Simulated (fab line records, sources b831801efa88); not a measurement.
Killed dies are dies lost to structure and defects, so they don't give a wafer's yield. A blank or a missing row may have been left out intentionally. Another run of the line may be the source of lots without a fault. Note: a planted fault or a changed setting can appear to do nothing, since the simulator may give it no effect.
Chamber matching :: flow gf180mcu :: GF_V5_CVD_02 on pecvd-02: 3 sister chambers
The step deposits SiO2 from TEOS, target thk 1450 nm, time 163.28 s. 3 wafers are shown with their chamber, then 8 later ones without.

## WAFERS, EACH WITH ITS CHAMBER
wafer: L086.1
chamber: 2
heaterPowerW (W): 709

wafer: L087.1
chamber: 1
heaterPowerW (W): 538

wafer: L088.3
chamber: 0
heaterPowerW (W): 804

## WAFERS WITH NO CHAMBER GIVEN
wafer: L088.4
heaterPowerW (W): 648

wafer: L088.5
heaterPowerW (W): 675

wafer: L090.2
heaterPowerW (W): 712

wafer: L090.4
heaterPowerW (W): 794

wafer: L090.6
heaterPowerW (W): 678

wafer: L094.1
heaterPowerW (W): 584

wafer: L094.5
heaterPowerW (W): 841

wafer: L094.6
heaterPowerW (W): 649

## CHAMBER TAKEN BY EACH
wafer: L088.4
from the rows above: can't be placed: 2 or 1
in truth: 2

wafer: L088.5
from the rows above: 2
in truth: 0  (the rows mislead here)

wafer: L090.2
from the rows above: 2
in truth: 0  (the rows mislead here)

wafer: L090.4
from the rows above: can't be placed: 0 or 2
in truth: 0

wafer: L090.6
from the rows above: 2
in truth: 2

wafer: L094.1
from the rows above: can't be placed: 1 or 2
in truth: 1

wafer: L094.5
from the rows above: 0
in truth: 0

wafer: L094.6
from the rows above: can't be placed: 2 or 1
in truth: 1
Placed correctly: 2 of 8. Not placeable from these rows: 4 (in 4, the candidates include the true chamber). Wrongly placed: 2.
How it was worked out, from the rows above alone: a wafer's distance from a chamber is the root of the sum, over the readings, of the square of ((its reading less the chamber's mean) divided by the reading's scatter). The wafer belongs to the nearest chamber; if the next one is less than 2 further off, it can't be placed. A chamber's mean is the mean of its shown wafers. The scatter: with one shown wafer a chamber, the root of the mean of the squares of how far each hidden wafer lies from its nearest shown one.
